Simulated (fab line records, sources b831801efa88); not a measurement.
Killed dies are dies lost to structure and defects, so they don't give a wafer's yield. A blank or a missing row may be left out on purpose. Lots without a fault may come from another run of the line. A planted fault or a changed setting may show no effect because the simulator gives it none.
fab line records | flow gf180mcu | part 1 of 2: steps 1 to 28 of 35
record lots=5 wafers=15 last_day=36
route steps=602 shown M2@380 V2@382 M3@409
lots that met no fault: from a run of the same line without faults
start_h: hours from the record's first day to the start of the lot's first wafer shown | wait_h: hours since the lot's step before | " the same as in the row above | L1.1+2: a row that stands for several wafers | - no value, or no start given | * or withheld: withheld | < > ~ a bound
route shown NAME@n: a module of which the file shows steps, and the number in the route of the first | usual: mean/standard deviation of fault-free wafers | same: alike in all rows | chamber/n: place in a boat | sites: the reading at each site | _std_site: their standard deviation | _edge_site: outer sites' mean less inner sites' | radius_mm: how far each site lies from the wafer's centre | mask NAME#n: copy n | behind: the tool/chamber that last shaped the wafer | hold: why the lot was held/for how many hours/how that ended | device: the transistor (n, p or np) that didn't switch | end of line: the same wafers' tests at the end of the route | a step without rows: its recipe alone | killed: dies lost to structure and defects at the first sort, not the wafer's yield | map: a wafer's dies, x killed, . not, _ none there
set.NAME: the setting as run; set.NAME@STEP: as run at that earlier step | model.NAME: the simulator's own value behind a step, which no gauge read
lots at some steps of the route; a table a step, a row a wafer
services: from which hour (start_h, from the record's first day; less than 0 if before it) a tool's chamber was out of use, for how many hours, and why
## steps
# step GF_M2_STRIP_18
# recipe chemistry=post_etch_residue_remover time_s=1200 temp_c=72.5
# columns lot.wafer tool chamber start_h wait_h
L077.1+3+6 wet_bench-02 2 517.89 0.1
L091.3+4+5 wet_bench-04 2 626.07 0.0
L094.1+3+5 wet_bench-04 0 640.73 0.1
L095.1+3+4 wet_bench-03 2 647.28 0.1
L097.1+2+5 wet_bench-04 3 655.98 0.1
# step GF_M2_CLEAN_19
# recipe chemistry=DIW dry=n2_spin
# columns lot.wafer tool chamber start_h wait_h
L077.1+3+6 wet_bench-03 3 518.23 0.0
L091.3+4+5 wet_bench-02 1 626.41 0.0
L094.1+3+5 wet_bench-03 3 641.07 0.0
L095.1+3+4 wet_bench-02 2 647.66 0.0
L097.1+2+5 wet_bench-04 2 656.35 0.0
# step GF_V2_CVD_00
# recipe material=SiO2 target_thk_nm=600 sigma_open_frac=0.3 temp_c=400 time_s=100 sih4_flow_sccm=60 pressure_mtorr=6
# columns lot.wafer tool chamber start_h wait_h
L077.1+3+6 hdpcvd-02 1,0,2 518.32 0.0
L091.3+4+5 hdpcvd-01 0,1,0 626.50 0.0
L094.1+3+5 hdpcvd-01 1,2,1 641.16 0.0
L095.1+3+4 hdpcvd-01 1,2,1 647.75 0.0
L097.1+2+5 hdpcvd-02 2,0,0 656.45 0.0
# step GF_V2_THK_MEAS_01
# recipe reads=SiO2_of_V2_CVD_00
# usual V2_CVD_00_THK=602/7
# columns lot.wafer tool chamber start_h wait_h V2_CVD_00_THK[nm]
L077.1 film_metro-03 - 518.39 0.0 587
L077.3 " - " " 603
L077.6 " - " " 603
L091.3 film_metro-03 - 626.59 0.1 614
L091.4 " - " " 604
L091.5 " - " " 618
L094.1 film_metro-02 - 641.23 0.0 599
L094.3 " - " " 603
L094.5 " - " " 603
L095.1 film_metro-02 - 647.82 0.0 596
L095.3 " - " " 603
L095.4 " - " " 599
L097.1 film_metro-03 - 656.52 0.0 608
L097.2 " - " " 589
L097.5 " - " " 591
# step GF_V2_CVD_02
# recipe material=SiO2 target_thk_nm=850 precursor=TEOS temp_c=400 time_s=94.851 rf_w=600
# usual heater_power_w=710/75
# columns lot.wafer tool chamber start_h wait_h heater_power_w
L077.1 pecvd-01 0 518.45 0.1 715
L077.3 " 2 " " 722
L077.6 " 0 " " 765
L091.3 pecvd-02 0 626.63 0.0 655
L091.4 " 1 " " 875
L091.5 " 2 " " 672
L094.1 pecvd-01 1 641.29 0.1 706
L094.3 " 0 " " 793
L094.5 " 0 " " 635
L095.1 pecvd-03 1 647.88 0.1 723
L095.3 " 0 " " 598
L095.4 " 2 " " 743
L097.1 pecvd-02 1 656.58 0.1 877
L097.2 " 0 " " 767
L097.5 " 1 " " 700
# step GF_V2_THK_MEAS_03
# recipe reads=SiO2_of_V2_CVD_02
# usual V2_CVD_02_THK=847/12
# columns lot.wafer tool chamber start_h wait_h V2_CVD_02_THK[nm]
L077.1 film_metro-03 - 518.52 0.0 847
L077.3 " - " " 843
L077.6 " - " " 866
L091.3 film_metro-02 - 626.72 0.1 818
L091.4 " - " " 856
L091.5 " - " " 853
L094.1 film_metro-03 - 641.36 0.0 842
L094.3 " - " " 851
L094.5 " - " " 864
L095.1 film_metro-03 - 647.95 0.0 841
L095.3 " - " " 826
L095.4 " - " " 848
L097.1 film_metro-02 - 656.65 0.0 846
L097.2 " - " " 824
L097.5 " - " " 861
# step GF_V2_CMP_04
# recipe material=SiO2 down_force_psi=4 platen_rpm=60 pad_velocity_m_s=0.94248
# usual motor_current_A=11.5/0.75 platen_rpm=60.00/0.043 time_to_endpoint_s=79/6.8
# columns lot.wafer tool chamber start_h wait_h motor_current_A platen_rpm time_to_endpoint_s
L077.1 cmp-01 2 518.63 0.1 11.8 59.98 79
L077.3 " 3 " " 12.3 60.05 84
L077.6 " 2 " " 11.7 60.02 88
L091.4 cmp-01 1 626.81 0.1 10.9 60.00 76
L091.3 " 2 " " 12.0 60.01 65
L091.5 " 1 " " 10.9 59.88 74
L094.1 cmp-02 3 641.42 0.1 11.2 59.92 77
L094.3 " 2 " " 10.7 60.04 75
L094.5 " 3 " " 11.4 59.95 82
L095.3 cmp-01 2 648.01 0.0 11.4 60.00 70
L095.1 " 3 " " 12.7 60.05 82
L095.4 " 0 " " 12.0 59.91 79
L097.1 cmp-01 2 656.76 0.1 12.1 60.00 80
L097.2 " 0 " " 12.0 60.04 66
L097.5 " 2 " " 12.3 59.99 83
# step GF_V2_BOW_MEAS_05
# recipe mode=bow
# usual V2_BOW=100/8.5
# columns lot.wafer tool chamber start_h wait_h V2_BOW[um]
L077.1 film_metro-04 - 518.88 0.2 80
L077.3 " - " " 97
L077.6 " - " " 92
L091.3 film_metro-02 - 627.10 0.2 101
L091.4 " - " " 113
L091.5 " - " " 107
L094.1 film_metro-03 - 641.72 0.2 104
L094.3 " - " " 99
L094.5 " - " " 105
L095.1 film_metro-04 - 648.31 0.2 101
L095.3 " - " " 96
L095.4 " - " " 93
L097.1 film_metro-03 - 657.01 0.2 115
L097.2 " - " " 94
L097.5 " - " " 109
# step GF_V2_DEHYDRATE_06
# recipe temp_c=200 time_s=60
# usual resist_line_temp_C=22.99/0.11
# columns lot.wafer tool chamber start_h wait_h resist_line_temp_C
L077.1 litho_track-01 0 531.20 12.3 22.87
L077.3 " 0 " " 22.84
L077.6 " 0 " " 22.99
L091.3 litho_track-04 0 637.17 10.0 22.81
L091.4 " 0 " " 22.99
L091.5 " 0 " " 22.95
L094.1 litho_track-04 0 652.17 10.4 22.76
L094.3 " 0 " " 22.96
L094.5 " 0 " " 22.91
L095.1 litho_track-01 0 657.90 9.6 22.91
L095.3 " 0 " " 22.82
L095.4 " 0 " " 22.85
L097.1 litho_track-01 0 667.05 10.0 22.93
L097.2 " 0 " " 23.05
L097.5 " 0 " " 23.12
# step GF_V2_HMDS_07
# recipe prime_time_s=60 prime_temp_c=120
# usual resist_line_temp_C=22.99/0.11
# columns lot.wafer tool chamber start_h wait_h resist_line_temp_C
L077.1 litho_track-01 0 531.35 0.1 22.71
L077.3 " 0 " " 22.73
L077.6 " 0 " " 22.99
L091.3 litho_track-04 0 637.32 0.1 23.01
L091.4 " 0 " " 23.09
L091.5 " 0 " " 23.05
L094.1 litho_track-04 0 652.32 0.1 22.97
L094.3 " 0 " " 22.89
L094.5 " 0 " " 22.92
L095.1 litho_track-01 0 658.05 0.1 23.17
L095.3 " 0 " " 23.01
L095.4 " 0 " " 23.02
L097.1 litho_track-01 0 667.20 0.1 23.03
L097.2 " 0 " " 22.94
L097.5 " 0 " " 22.85
# step GF_V2_COAT_08
# recipe resist=BARC temp_c=withheld time_s=withheld spin_rpm=withheld resist_thk_nm=withheld
# usual resist_line_temp_C=*
# columns lot.wafer tool chamber start_h wait_h resist_line_temp_C
L077.1 litho_track-01 0 531.50 0.1 *
L077.3 " 0 " " *
L077.6 " 0 " " *
L091.3 litho_track-04 0 637.47 0.1 *
L091.4 " 0 " " *
L091.5 " 0 " " *
L094.1 litho_track-04 0 652.47 0.1 *
L094.3 " 0 " " *
L094.5 " 0 " " *
L095.1 litho_track-01 0 658.20 0.1 *
L095.3 " 0 " " *
L095.4 " 0 " " *
L097.1 litho_track-01 0 667.35 0.1 *
L097.2 " 0 " " *
L097.5 " 0 " " *
# step GF_V2_COAT_09
# recipe resist=KrF spin_rpm=withheld resist_thk_nm=1000
# usual resist_line_temp_C=22.99/0.11
# columns lot.wafer tool chamber start_h wait_h resist_line_temp_C
L077.1 litho_track-01 0 - - 23.13
L077.3 " 0 " " 22.95
L077.6 " 0 " " 22.98
L091.3 litho_track-04 0 - - 22.92
L091.4 " 0 " " 22.90
L091.5 " 0 " " 23.10
L094.1 litho_track-04 0 - - 23.21
L094.3 " 0 " " 23.23
L094.5 " 0 " " 23.09
L095.1 litho_track-01 0 - - 22.90
L095.3 " 0 " " 22.92
L095.4 " 0 " " 22.75
L097.1 litho_track-01 0 - - 23.07
L097.2 " 0 " " 22.98
L097.5 " 0 " " 22.86
# step GF_V2_SOFTBAKE_10
# recipe temp_c=130 time_s=60 resist=KrF
# usual resist_line_temp_C=22.99/0.1
# columns lot.wafer tool chamber start_h wait_h resist_line_temp_C
L077.1 litho_track-01 0 - - 22.92
L077.3 " 0 " " 23.01
L077.6 " 0 " " 23.07
L091.3 litho_track-04 0 - - 23.07
L091.4 " 0 " " 22.78
L091.5 " 0 " " 23.02
L094.1 litho_track-04 0 - - 22.89
L094.3 " 0 " " 23.00
L094.5 " 0 " " 22.81
L095.1 litho_track-01 0 - - 22.95
L095.3 " 0 " " 23.00
L095.4 " 0 " " 23.03
L097.1 litho_track-01 0 - - 23.02
L097.2 " 0 " " 22.88
L097.5 " 0 " " 22.85
# step GF_V2_EXPOSE_11
# recipe mask_id=Via2 target_cd_nm=260 na=0.68 source_shape=conventional sigma_outer=0.6 dose_mj=38
# columns lot.wafer tool chamber start_h wait_h mask
L077.1+3+6 krf_scanner-02 0 - - Via2#0
L091.3+4+5 krf_scanner-01 0 - - Via2#0
L094.1+3+5 krf_scanner-01 0 - - Via2#0
L095.1+3+4 krf_scanner-02 0 - - Via2#0
L097.1+2+5 krf_scanner-02 0 - - Via2#0
# step GF_V2_PEB_12
# recipe peb_temp_c=135 peb_time_s=90 resist=KrF
# usual resist_line_temp_C=22.99/0.094
# columns lot.wafer tool chamber start_h wait_h resist_line_temp_C
L077.1 litho_track-04 0 - - 22.91
L077.3 " 0 " " 22.93
L077.6 " 0 " " 23.12
L091.3 litho_track-04 0 - - 22.89
L091.4 " 0 " " 22.96
L091.5 " 0 " " 23.02
L094.1 litho_track-04 0 - - 23.11
L094.3 " 0 " " 22.79
L094.5 " 0 " " 22.96
L095.1 litho_track-02 0 - - 22.97
L095.3 " 0 " " 22.97
L095.4 " 0 " " 22.94
L097.1 litho_track-01 0 - - 22.96
L097.2 " 0 " " 22.92
L097.5 " 0 " " 23.00
# step GF_V2_DEVELOP_13
# recipe develop_time_s=60 resist=KrF dev_temp_c=21
# usual resist_line_temp_C=23.01/0.11
# columns lot.wafer tool chamber start_h wait_h resist_line_temp_C
L077.1 litho_track-04 0 543.67 0.2 22.81
L077.3 " 0 " " 23.03
L077.6 " 0 " " 23.05
L091.3 litho_track-04 0 648.47 0.1 23.16
L091.4 " 0 " " 23.07
L091.5 " 0 " " 22.95
L094.1 litho_track-04 0 663.32 0.2 22.91
L094.3 " 0 " " 22.91
L094.5 " 0 " " 22.83
L095.1 litho_track-02 0 669.05 0.2 22.99
L095.3 " 0 " " 22.99
L095.4 " 0 " " 23.21
L097.1 litho_track-01 0 677.55 0.2 23.19
L097.2 " 0 " " 23.03
L097.5 " 0 " " 23.01
# step GF_V2_CD_MEAS_14
# recipe target_cd_nm=260
# usual cd_nm=260.2/1.7
# columns lot.wafer tool chamber start_h wait_h cd_nm
L077.1 cd_sem-02 - 543.82 0.1 259.1
L077.3 " - " " 258.6
L077.6 " - " " 259.6
L091.3 cd_sem-01 - 648.61 0.1 259.5
L091.4 " - " " 259.7
L091.5 " - " " 259.6
L094.1 cd_sem-01 - 663.47 0.1 255.4
L094.3 " - " " 255.4
L094.5 " - " " 257.4
L095.1 cd_sem-02 - 669.20 0.1 260.6
L095.3 " - " " 261.6
L095.4 " - " " 262.8
L097.1 cd_sem-01 - 677.70 0.1 259.7
L097.2 " - " " 260.7
L097.5 " - " " 262.4
# step GF_V2_OVL_MEAS_15
# usual V2_OVL=-1/4.9
# columns lot.wafer tool chamber start_h wait_h V2_OVL[nm]
L077.1 overlay-01 - 543.94 0.1 -4
L077.3 " - " " -7
L077.6 " - " " -2
L091.3 overlay-01 - 648.70 0.1 -10
L091.4 " - " " -5
L091.5 " - " " -5
L094.1 overlay-02 - 663.59 0.1 -7
L094.3 " - " " -7
L094.5 " - " " -2
L095.1 overlay-01 - 669.32 0.1 0
L095.3 " - " " 0
L095.4 " - " " 1
L097.1 overlay-02 - 677.82 0.1 7
L097.2 " - " " -3
L097.5 " - " " 3
# step GF_V2_ETCH_16
# recipe chemistry=N2/H2 target_depth_a=withheld overetch_a=withheld time_s=withheld target=BARC ion_energy_ev=200 source_w=500 bias_w=100 pressure_mtorr=30 n2_flow_sccm=100 h2_flow_sccm=200
# usual drypump_motor_current_A=5.8/0.38 n2_flow_sccm=99.93/0.3 oes_product_au=0.855/0.0046 throttle_valve_pct=13.225/0.0099
# columns lot.wafer tool chamber start_h wait_h drypump_motor_current_A n2_flow_sccm oes_product_au throttle_valve_pct
L077.1 rie_diel-01 0 543.97 0.0 6.0 100.01 0.853 13.223
L077.3 " 2 " " 5.9 99.89 0.857 13.213
L077.6 " 2 " " 5.9 99.59 0.852 13.221
L091.3 rie_diel-04 3 648.72 0.0 5.9 100.10 0.860 13.210
L091.4 " 0 " " 5.2 99.73 0.843 13.222
L091.5 " 0 " " 5.3 99.90 0.856 13.236
L094.1 rie_diel-02 3 663.62 0.0 5.9 99.82 0.851 13.220
L094.3 " 1 " " 5.2 100.04 0.862 13.215
L094.5 " 3 " " 5.9 100.13 0.855 13.223
L095.1 rie_diel-01 0 669.35 0.0 5.9 99.76 0.855 13.200
L095.3 " 2 " " 6.0 100.50 0.857 13.234
L095.4 " 1 " " 6.3 100.18 0.858 13.223
L097.1 rie_diel-04 2 677.86 0.0 5.6 100.20 0.857 13.230
L097.2 " 0 " " 5.3 99.62 0.850 13.224
L097.5 " 2 " " 5.6 99.81 0.849 13.234
# step GF_V2_ETCH_17
# recipe chemistry=C4F8/O2/Ar mask_material=KrF target=SiO2 stop_on=TiN source_w=1500 bias_w=1200 pressure_mtorr=40 c4f8_flow_sccm=withheld O2_flow_sccm=6 Ar_flow_sccm=300 time_s=withheld target_depth_a=6300
# usual oes_product_au=0.855/0.0051
# columns lot.wafer tool chamber start_h wait_h oes_product_au
L077.1 rie_diel-01 0 - - 0.866
L077.3 " 2 " " 0.860
L077.6 " 2 " " 0.864
L091.3 rie_diel-04 3 - - 0.854
L091.4 " 0 " " 0.847
L091.5 " 0 " " 0.857
L094.1 rie_diel-02 3 - - 0.854
L094.3 " 1 " " 0.859
L094.5 " 3 " " 0.854
L095.1 rie_diel-01 0 - - 0.867
L095.3 " 2 " " 0.854
L095.4 " 1 " " 0.856
L097.1 rie_diel-04 2 - - 0.848
L097.2 " 0 " " 0.851
L097.5 " 2 " " 0.855
# step GF_V2_STRIP_18
# recipe chemistry=O2/N2 power_w=1400 pressure_mtorr=1500 platen_temp_c=250 o2_flow_sccm=3000 n2_flow_sccm=300 overash_fraction=0.5
# usual drypump_motor_current_A=5.5/0.37 heater_power_w=358/48 n2_flow_sccm=300.0/0.85 oes_product_au=0.593/0.0049
# same overash_fraction=0.5
# columns lot.wafer tool chamber start_h wait_h drypump_motor_current_A heater_power_w n2_flow_sccm oes_product_au rf_hours_counter_h
L077.1 plasma_asher-03 0 544.10 - 5.4 312 299.1 0.596 13
L077.3 " 1 " " 5.4 359 300.6 0.593 -
L077.6 " 1 " " 5.4 359 300.2 0.585 -
L091.3 plasma_asher-04 1 648.88 - 6.0 432 298.4 0.591 -
L091.4 " 0 " " 5.0 327 301.2 0.587 -
L091.5 " 0 " " 5.0 337 300.3 0.600 -
L094.1 plasma_asher-02 1 663.75 - 5.8 359 299.7 0.584 101
L094.3 " 0 " " 5.1 292 299.5 0.593 -
L094.5 " 1 " " 5.8 368 299.8 0.601 -
L095.1 plasma_asher-04 0 669.48 - 5.0 332 299.3 0.595 64
L095.3 " 1 " " 6.0 436 298.2 0.586 -
L095.4 " 0 " " 5.0 346 299.6 0.583 -
L097.1 plasma_asher-02 0 677.98 - 5.1 296 299.1 0.595 103
L097.2 " 1 " " 5.8 362 300.7 0.597 103
L097.5 " 0 " " 5.1 298 299.9 0.592 -
# step GF_V2_STRIP_19
# recipe chemistry=post_etch_residue_remover time_s=1200 temp_c=72.5
# columns lot.wafer tool chamber start_h wait_h
L077.1+3+6 wet_bench-02 2 544.20 0.1
L091.3+4+5 wet_bench-03 3 648.95 0.0
L094.1+3+5 wet_bench-01 0 663.85 0.1
L095.1+3+4 wet_bench-02 3 669.58 0.1
L097.1+2+5 wet_bench-01 0 678.08 0.1
# step GF_V2_CLEAN_20
# recipe chemistry=DIW dry=n2_spin
# columns lot.wafer tool chamber start_h wait_h
L077.1+3+6 wet_bench-03 2 544.60 0.1
L091.3+4+5 wet_bench-02 3 649.32 0.0
L094.1+3+5 wet_bench-03 3 664.19 0.0
L095.1+3+4 wet_bench-03 1 669.96 0.0
L097.1+2+5 wet_bench-03 3 678.43 0.0
# step GF_V2_SPUTTER_21
# recipe material=Ti target_thk_nm=15 chamber_pressure_pa=5 power_w=2500 substrate_temp_c=200 time_s=80.02
# usual cathode_dc_power_W=2500.0/0.48 throttle_valve_pct=29.5/1.2
# columns lot.wafer tool chamber start_h wait_h cathode_dc_power_W throttle_valve_pct
L077.1 pvd_sputter-04 - 544.70 0.0 2499.6 28.7
L077.3 " - " " 2500.2 30.9
L077.6 " - " " 2499.9 31.3
L091.3 pvd_sputter-02 - 649.42 0.0 2498.6 29.3
L091.4 " - " " 2500.5 27.7
L091.5 " - " " 2499.2 30.2
L094.1 pvd_sputter-03 - 664.28 0.0 2500.3 29.6
L094.3 " - " " 2499.9 29.3
L094.5 " - " " 2500.6 29.7
L095.1 pvd_sputter-03 - 670.05 0.0 2499.4 27.6
L095.3 " - " " 2499.6 29.4
L095.4 " - " " 2499.8 27.6
L097.1 pvd_sputter-04 - 678.53 0.0 2499.6 31.4
L097.2 " - " " 2499.1 32.3
L097.5 " - " " 2500.3 28.5
# step GF_V2_SPUTTER_22
# recipe material=TiN target_thk_nm=10 chamber_pressure_pa=5 power_w=4000 time_s=40
# usual cathode_dc_power_W=4000.2/0.79 throttle_valve_pct=29.5/1.2
# columns lot.wafer tool chamber start_h wait_h cathode_dc_power_W throttle_valve_pct
L077.1 pvd_sputter-04 - 544.77 0.0 3998.3 28.5
L077.3 " - " " 4000.6 31.3
L077.6 " - " " 4001.1 31.0
L091.3 pvd_sputter-02 - 649.48 0.0 4001.1 29.6
L091.4 " - " " 3999.6 27.3
L091.5 " - " " 4000.0 30.0
L094.1 pvd_sputter-03 - 664.35 0.0 3999.1 29.6
L094.3 " - " " 3998.1 29.8
L094.5 " - " " 4000.1 29.8
L095.1 pvd_sputter-03 - 670.11 0.0 4001.2 27.8
L095.3 " - " " 4000.5 29.8
L095.4 " - " " 4000.3 27.4
L097.1 pvd_sputter-04 - 678.59 0.0 3999.3 31.2
L097.2 " - " " 4000.7 31.8
L097.5 " - " " 4000.4 28.4
# step GF_V2_CVD_23
# recipe material=W target_thk_nm=350 time_s=104.94 temp_c=400 pressure_torr=40
# usual heater_power_w=947/100
# columns lot.wafer tool chamber start_h wait_h heater_power_w
L077.1 cvd_w-01 0 544.80 0.0 1069
L077.3 " 0 " " 1065
L077.6 " 1 " " 889
L091.3 cvd_w-01 1 649.55 0.1 916
L091.4 " 0 " " 1091
L091.5 " 1 " " 927
L094.1 cvd_w-01 0 664.38 0.0 1128
L094.3 " 0 " " 1065
L094.5 " 0 " " 1098
L095.1 cvd_w-01 0 670.15 0.0 1076
L095.3 " 1 " " 922
L095.4 " 0 " " 1066
L097.1 cvd_w-02 0 678.63 0.0 837
L097.2 " 1 " " 836
L097.5 " 0 " " 838
# step GF_V2_RS_MEAS_24
# recipe thk_meas_gauge=four-point-probe reads=W_of_V2_CVD_23+TiN_of_V2_SPUTTER_22+Ti_of_V2_SPUTTER_21
# usual V2_W_RS=0.328/0.0059
# columns lot.wafer tool chamber start_h wait_h V2_W_RS[ohm/sq]
L077.1 film_metro-03 - 544.92 0.1 0.332
L077.3 " - " " 0.327
L077.6 " - " " 0.326
L091.3 film_metro-02 - 649.67 0.1 0.323
L091.4 " - " " 0.332
L091.5 " - " " 0.322
L094.1 film_metro-04 - 664.50 0.1 0.337
L094.3 " - " " 0.336
L094.5 " - " " 0.336
L095.1 film_metro-02 - 670.26 0.1 0.337
L095.3 " - " " 0.325
L095.4 " - " " 0.334
L097.1 film_metro-04 - 678.74 0.1 0.330
L097.2 " - " " 0.315
L097.5 " - " " 0.326
# step GF_V2_THK_MEAS_25
# recipe thk_meas_gauge=xrf reads=W_of_V2_CVD_23
# usual V2_W_THK=352/6.7
# columns lot.wafer tool chamber start_h wait_h V2_W_THK[nm]
L077.1 film_metro-03 - 545.04 0.1 346
L077.3 " - " " 352
L077.6 " - " " 349
L091.3 film_metro-02 - 649.77 0.1 359
L091.4 " - " " 349
L091.5 " - " " 359
L094.1 film_metro-04 - 664.62 0.1 344
L094.3 " - " " 344
L094.5 " - " " 344
L095.1 film_metro-02 - 670.38 0.1 344
L095.3 " - " " 357
L095.4 " - " " 345
L097.1 film_metro-04 - 678.86 0.1 343
L097.2 " - " " 363
L097.5 " - " " 348
